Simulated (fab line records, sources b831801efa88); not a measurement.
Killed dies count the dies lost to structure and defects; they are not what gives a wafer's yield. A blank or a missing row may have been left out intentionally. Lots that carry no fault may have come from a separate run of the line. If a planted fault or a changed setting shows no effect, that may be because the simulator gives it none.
Which tool is to blame? / flow sky130 / 12 lots with 34 wafers sampled at 5 steps, on a route of 708 steps

WHAT THE GAUGES READ, wafer by wafer
SKY_VT_ADJUST_HVTR_CD_MEAS_07: target cd 380 nm.
lot=L234; measured=day 10 15:42; on=cdSem-02; cdNm (nm)=384.6 381.2 383.3
lot=L235; measured=day 10 21:08; on=cdSem-02; cdNm (nm)=372.3 376.8 377.4
lot=L236; measured=day 11 07:43; on=cdSem-01; cdNm (nm)=382.5 381.3 383.0
lot=L237; measured=day 11 13:54; on=cdSem-01; cdNm (nm)=377.7 379.6 378.1
lot=L238; measured=day 11 20:47; on=cdSem-02; cdNm (nm)=381.3 380.3 382.1
lot=L239; measured=day 12 06:52; on=cdSem-02; cdNm (nm)=380.0 379.8 380.0
lot=L242; measured=day 13 09:27; on=cdSem-01; cdNm (nm)=377.0 379.1 377.2
lot=L247; measured=day 15 01:13; on=cdSem-02; cdNm (nm)=383.1 384.2
lot=L248; measured=day 15 07:09; on=cdSem-02; cdNm (nm)=377.8 379.7
lot=L251; measured=day 15 23:30; on=cdSem-01; cdNm (nm)=377.0 377.0 377.8
lot=L252; measured=day 16 10:01; on=cdSem-02; cdNm (nm)=376.3 381.0 377.7
lot=L253; measured=day 16 15:55; on=cdSem-02; cdNm (nm)=376.8 380.2 379.9

SKY_CONTACT_CD_MEAS_14: target cd 170 nm.
lot=L234; measured=day 33 22:49; on=cdSem-02; cdNm (nm)=167.4 168.4 169.5
lot=L235; measured=day 34 09:00; on=cdSem-01; cdNm (nm)=167.6 168.0 167.8
lot=L236; measured=day 34 14:36; on=cdSem-01; cdNm (nm)=171.7 170.9 172.7
lot=L237; measured=day 34 22:55; on=cdSem-01; cdNm (nm)=172.6 171.7 172.9
lot=L238; measured=day 35 07:07; on=cdSem-02; cdNm (nm)=172.7 173.4 172.9
lot=L239; measured=day 36 00:54; on=cdSem-01; cdNm (nm)=170.4 173.2 170.7
lot=L242; measured=day 37 00:14; on=cdSem-01; cdNm (nm)=169.2 168.8 168.8
lot=L247; measured=day 38 10:29; on=cdSem-01; cdNm (nm)=152.4 151.1
lot=L248; measured=day 38 19:59; on=cdSem-01; cdNm (nm)=168.7 152.0
lot=L251; measured=day 39 06:36; on=cdSem-01; cdNm (nm)=172.2 171.8 170.9
lot=L252; measured=day 39 13:25; on=cdSem-01; cdNm (nm)=169.9 169.0 168.5
lot=L253; measured=day 39 15:39; on=cdSem-01; cdNm (nm)=169.4 167.7 171.0

WHICH TOOL RAN EACH LOT (tool, then ch and the chambers of the sampled wafers, then the start)
lot=L234; SKY_POLY_GATE_ETCH_15=rieDiel-02 ch 0,1, day 18 04:21; SKY_LOCAL_INTERCONNECT_STRIP_15=plasmaAsher-01 ch 0,1, day 32 16:53; SKY_CONTACT_EXPOSE_11=krfScanner-01 ch 0, day 33 09:42
lot=L235; SKY_POLY_GATE_ETCH_15=rieDiel-02 ch 2,3, day 18 10:19; SKY_LOCAL_INTERCONNECT_STRIP_15=plasmaAsher-01 ch 0,1, day 33 03:21; SKY_CONTACT_EXPOSE_11=krfScanner-01 ch 0, day 33 19:02
lot=L236; SKY_POLY_GATE_ETCH_15=rieDiel-02 ch 2,3, day 18 21:34; SKY_LOCAL_INTERCONNECT_STRIP_15=plasmaAsher-04 ch 0,1, day 33 10:25; SKY_CONTACT_EXPOSE_11=krfScanner-02 ch 0, day 34 01:11
lot=L237; SKY_POLY_GATE_ETCH_15=rieDiel-04 ch 0,1,2, day 19 07:10; SKY_LOCAL_INTERCONNECT_STRIP_15=plasmaAsher-01 ch 0,1, day 33 18:44; SKY_CONTACT_EXPOSE_11=krfScanner-01 ch 0, day 34 10:28
lot=L238; SKY_POLY_GATE_ETCH_15=rieDiel-02 ch 0,2,3, day 19 14:46; SKY_LOCAL_INTERCONNECT_STRIP_15=plasmaAsher-01 ch 0,1, day 34 03:20; SKY_CONTACT_EXPOSE_11=krfScanner-01 ch 0, day 34 18:07
lot=L239; SKY_POLY_GATE_ETCH_15=rieDiel-04 ch 0,1,2, day 20 10:12; SKY_LOCAL_INTERCONNECT_STRIP_15=plasmaAsher-04 ch 0,1, day 34 21:09; SKY_CONTACT_EXPOSE_11=krfScanner-01 ch 0, day 35 11:45
lot=L242; SKY_POLY_GATE_ETCH_15=rieDiel-04 ch 1,2,3, day 21 15:00; SKY_LOCAL_INTERCONNECT_STRIP_15=plasmaAsher-01 ch 0,1, day 35 20:31; SKY_CONTACT_EXPOSE_11=krfScanner-01 ch 0, day 36 11:08
lot=L247; SKY_POLY_GATE_ETCH_15=rieDiel-04 ch 1,2, day 23 08:19; SKY_LOCAL_INTERCONNECT_STRIP_15=plasmaAsher-04 ch 0,1, day 37 07:12; SKY_CONTACT_EXPOSE_11=krfScanner-01 ch 0, day 37 21:50
lot=L248; SKY_POLY_GATE_ETCH_15=rieDiel-02 ch 0,2, day 23 19:09; SKY_LOCAL_INTERCONNECT_STRIP_15=plasmaAsher-01 ch 0, day 37 16:55; SKY_CONTACT_EXPOSE_11=krfScanner-01 ch 0, day 38 07:26
lot=L251; SKY_POLY_GATE_ETCH_15=rieDiel-01 ch 1,3, day 24 09:28; SKY_LOCAL_INTERCONNECT_STRIP_15=plasmaAsher-02 ch 1, day 38 03:56; SKY_CONTACT_EXPOSE_11=krfScanner-02 ch 0, day 38 18:18
lot=L252; SKY_POLY_GATE_ETCH_15=rieDiel-01 ch 0,1,3, day 24 18:31; SKY_LOCAL_INTERCONNECT_STRIP_15=plasmaAsher-02 ch 0,1, day 38 10:16; SKY_CONTACT_EXPOSE_11=krfScanner-02 ch 0, day 39 00:31
lot=L253; SKY_POLY_GATE_ETCH_15=rieDiel-04 ch 1,2,3, day 24 20:39; SKY_LOCAL_INTERCONNECT_STRIP_15=plasmaAsher-01 ch 0,1, day 38 12:28; SKY_CONTACT_EXPOSE_11=krfScanner-02 ch 0, day 39 03:00
- SKY_POLY_GATE_ETCH_15: etches BARC in N2/H2, stops on SiO2, time 118.5 s, target depth 110 nm.
- SKY_LOCAL_INTERCONNECT_STRIP_15: strips in O2/N2.
- SKY_CONTACT_EXPOSE_11: exposes mask CTM1, target cd 170 nm.

WHAT THE TOOLS THEMSELVES READ (means of the sampled wafers that have a number; where no wafer has one, the mark that the record gives instead)
SKY_POLY_GATE_ETCH_15.
lot=L234; tool=rieDiel-02; biasW (W)=100.10; drypumpMotorCurrentA (A)=5.6; oesProductAu (a.u.)=0.716; throttleValvePct (%)=13.214
lot=L235; tool=rieDiel-02; biasW (W)=99.97; drypumpMotorCurrentA (A)=5.7; oesProductAu (a.u.)=0.717; throttleValvePct (%)=13.223
lot=L236; tool=rieDiel-02; biasW (W)=99.66; drypumpMotorCurrentA (A)=5.7; oesProductAu (a.u.)=0.717; throttleValvePct (%)=13.202
lot=L237; tool=rieDiel-04; biasW (W)=99.92; drypumpMotorCurrentA (A)=6.6; oesProductAu (a.u.)=0.714; throttleValvePct (%)=13.216
lot=L238; tool=rieDiel-02; biasW (W)=100.09; drypumpMotorCurrentA (A)=5.7; oesProductAu (a.u.)=0.718; throttleValvePct (%)=13.209
lot=L239; tool=rieDiel-04; biasW (W)=100.18; drypumpMotorCurrentA (A)=6.6; oesProductAu (a.u.)=0.715; throttleValvePct (%)=13.202
lot=L242; tool=rieDiel-04; biasW (W)=100.13; drypumpMotorCurrentA (A)=6.0; oesProductAu (a.u.)=0.717; throttleValvePct (%)=13.211
lot=L247; tool=rieDiel-04; biasW (W)=100.44; drypumpMotorCurrentA (A)=6.5; oesProductAu (a.u.)=0.720; throttleValvePct (%)=13.212
lot=L248; tool=rieDiel-02; biasW (W)=100.29; drypumpMotorCurrentA (A)=5.8; oesProductAu (a.u.)=0.722; throttleValvePct (%)=13.217
lot=L251; tool=rieDiel-01; biasW (W)=100.03; drypumpMotorCurrentA (A)=5.9; oesProductAu (a.u.)=0.723; throttleValvePct (%)=13.209
lot=L252; tool=rieDiel-01; biasW (W)=99.71; drypumpMotorCurrentA (A)=6.0; oesProductAu (a.u.)=0.717; throttleValvePct (%)=13.212
lot=L253; tool=rieDiel-04; biasW (W)=100.06; drypumpMotorCurrentA (A)=6.0; oesProductAu (a.u.)=0.715; throttleValvePct (%)=13.216

SKY_LOCAL_INTERCONNECT_STRIP_15.
lot=L234; tool=plasmaAsher-01; drypumpMotorCurrentA (A)=5.7; o2FlowSccm (sccm)=3005; oesProductAu (a.u.)=0.425; stripTimeToEndpointS (s)=4.711
lot=L235; tool=plasmaAsher-01; drypumpMotorCurrentA (A)=5.9; o2FlowSccm (sccm)=3007; oesProductAu (a.u.)=0.428; stripTimeToEndpointS (s)=4.709
lot=L236; tool=plasmaAsher-04; drypumpMotorCurrentA (A)=6.1; o2FlowSccm (sccm)=3004; oesProductAu (a.u.)=0.432; stripTimeToEndpointS (s)=4.716
lot=L237; tool=plasmaAsher-01; drypumpMotorCurrentA (A)=5.7; o2FlowSccm (sccm)=2997; oesProductAu (a.u.)=0.425; stripTimeToEndpointS (s)=4.685
lot=L238; tool=plasmaAsher-01; drypumpMotorCurrentA (A)=5.7; o2FlowSccm (sccm)=3004; oesProductAu (a.u.)=0.426; stripTimeToEndpointS (s)=4.727
lot=L239; tool=plasmaAsher-04; drypumpMotorCurrentA (A)=6.1; o2FlowSccm (sccm)=2995; oesProductAu (a.u.)=0.425; stripTimeToEndpointS (s)=4.699
lot=L242; tool=plasmaAsher-01; drypumpMotorCurrentA (A)=5.9; o2FlowSccm (sccm)=2996; oesProductAu (a.u.)=0.431; stripTimeToEndpointS (s)=4.740
lot=L247; tool=plasmaAsher-04; drypumpMotorCurrentA (A)=6.2; o2FlowSccm (sccm)=2996; oesProductAu (a.u.)=0.430; stripTimeToEndpointS (s)=4.738
lot=L248; tool=plasmaAsher-01; drypumpMotorCurrentA (A)=5.4; o2FlowSccm (sccm)=2996; oesProductAu (a.u.)=0.430; stripTimeToEndpointS (s)=4.722
lot=L251; tool=plasmaAsher-02; drypumpMotorCurrentA (A)=4.7; o2FlowSccm (sccm)=3007; oesProductAu (a.u.)=0.425; stripTimeToEndpointS (s)=4.747
lot=L252; tool=plasmaAsher-02; drypumpMotorCurrentA (A)=5.7; o2FlowSccm (sccm)=3003; oesProductAu (a.u.)=0.429; stripTimeToEndpointS (s)=4.744
lot=L253; tool=plasmaAsher-01; drypumpMotorCurrentA (A)=5.9; o2FlowSccm (sccm)=2998; oesProductAu (a.u.)=0.432; stripTimeToEndpointS (s)=4.720

SKY_CONTACT_EXPOSE_11.
lot=L234 tool=krfScanner-01 exposureDoseMJCm2=37.96
lot=L235 tool=krfScanner-01 exposureDoseMJCm2=38.01
lot=L236 tool=krfScanner-02 exposureDoseMJCm2=37.92
lot=L237 tool=krfScanner-01 exposureDoseMJCm2=37.97
lot=L238 tool=krfScanner-01 exposureDoseMJCm2=37.98
lot=L239 tool=krfScanner-01 exposureDoseMJCm2=37.95
lot=L242 tool=krfScanner-01 exposureDoseMJCm2=38.05
lot=L247 tool=krfScanner-01 exposureDoseMJCm2=37.95
lot=L248 tool=krfScanner-01 exposureDoseMJCm2=37.94
lot=L251 tool=krfScanner-02 exposureDoseMJCm2=37.96
lot=L252 tool=krfScanner-02 exposureDoseMJCm2=37.95
lot=L253 tool=krfScanner-02 exposureDoseMJCm2=37.98

THE ANSWER, worked out from the rows above alone
Rule: usual is defined by the lots themselves. Put in order of their means at a reading, lots are off if they are a third of the lots or fewer, leave a main group of 4 or more, and stand apart from it by a gap of 3 or more times the standard deviation of the main group's means; of several such gaps the widest counts. A main group is skipped when, at the precision printed for the reading in the tables above, its means are all equal. Also off: a lot with no number at a reading for which 4 or more lots have one. Any other lot the step has rows for is counted as sound. After the gauges, taken in route order, come the tools' own readings; for these a lot's mean is taken, as printed above. The first step at which some lot is off is used, and at that step the reading that is off furthest; a lot without a number counts as furthest.
Off: L247, L248 (SKY_CONTACT_CD_MEAS_14, cdNm). Mean 170.4 nm and standard deviation 1.8 in the main group.
If a tool, at a process step before that reading, ran all the lots that are off and no sound lot after the first of them, it fits. Those tools and the gauges at SKY_CONTACT_CD_MEAS_14 are tried in the same way. One fits: krfScanner-01 at SKY_CONTACT_EXPOSE_11. Its last sound lot is L242 (day 36 11:08), its first lot that is off L247 (day 37 21:50): a fault that began between those two fits.

WHAT THE SIMULATOR HAD INSERTED
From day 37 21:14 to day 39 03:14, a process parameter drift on krfScanner-01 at SKY_CONTACT_EXPOSE_11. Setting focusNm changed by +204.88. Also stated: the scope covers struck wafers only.
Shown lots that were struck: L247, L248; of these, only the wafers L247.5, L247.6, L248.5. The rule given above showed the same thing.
